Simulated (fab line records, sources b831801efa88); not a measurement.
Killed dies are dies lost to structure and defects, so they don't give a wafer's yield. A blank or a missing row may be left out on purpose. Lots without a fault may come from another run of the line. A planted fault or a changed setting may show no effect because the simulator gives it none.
One fault seen from 2 desks | flow sky130 | each desk has only its own numbers; what lay behind them comes last

THE METROLOGY DESK
What the gauges read, lot by lot, whatever tool the lot ran on: means of the sampled wafers that have a number. A lot is out of limits, marked OUT, if its mean lies more than 4 standard deviations from the usual mean; the brackets give that distance.
Columns: A = CONTACT_BOW at SKY_CONTACT_BOW_MEAS_05, usual 84 um; B = cd_nm at SKY_CONTACT_CD_MEAS_14, usual 169.4 nm; C = CONTACT_OVL at SKY_CONTACT_OVL_MEAS_15, usual 1 nm
lot  | first seen here | A  | B     | C
L620 | day 30 21:19    | 79 | 165.7 | 1
L624 | day 32 09:55    | 85 | 165.9 | 8
L634 | day 35 04:37    | 84 | 169.1 | 5
L636 | day 36 10:34    | 82 | 168.9 | -6
L641 | day 37 12:03    | 72 | 168.1 | -9
This desk's finding: nothing out of limits on any of the 5 lots.

THE TOOL OWNER'S DESK: rie_diel-01
The tool's own readings at SKY_CONTACT_ETCH_16 (etches BARC in N2/H2, stops on SiO2, time 45.9 s, target depth 60 nm): means of the sampled wafers that have a number, for each lot that ran on this tool. A lot is out of limits, marked OUT, if its mean lies more than 4 standard deviations from the usual mean; the brackets give that distance.
Columns: A = bias_w at SKY_CONTACT_ETCH_16, usual 100.00 W; B = drypump_motor_current_A at SKY_CONTACT_ETCH_16, usual 5.6 A; C = oes_product_au at SKY_CONTACT_ETCH_16, usual 0.855 a.u.; D = rf_fwd_power_W at SKY_CONTACT_ETCH_16, usual 495.3 W; E = throttle_valve_pct at SKY_CONTACT_ETCH_16, usual 13.225 %
lot  | first seen here | A     | B   | C     | D     | E
L624 | day 33 13:42    | 99.85 | 5.7 | 0.859 | 494.6 | 13.227
L634 | day 36 06:02    | 99.93 | 5.8 | 0.855 | 496.8 | 13.226
This desk's finding: nothing out of limits on any of the 2 lots.

PUT TOGETHER
The metrology desk saw nothing out of limits.
The tool owner's desk saw nothing out of limits.

WHAT THE SIMULATOR HAD PUT IN
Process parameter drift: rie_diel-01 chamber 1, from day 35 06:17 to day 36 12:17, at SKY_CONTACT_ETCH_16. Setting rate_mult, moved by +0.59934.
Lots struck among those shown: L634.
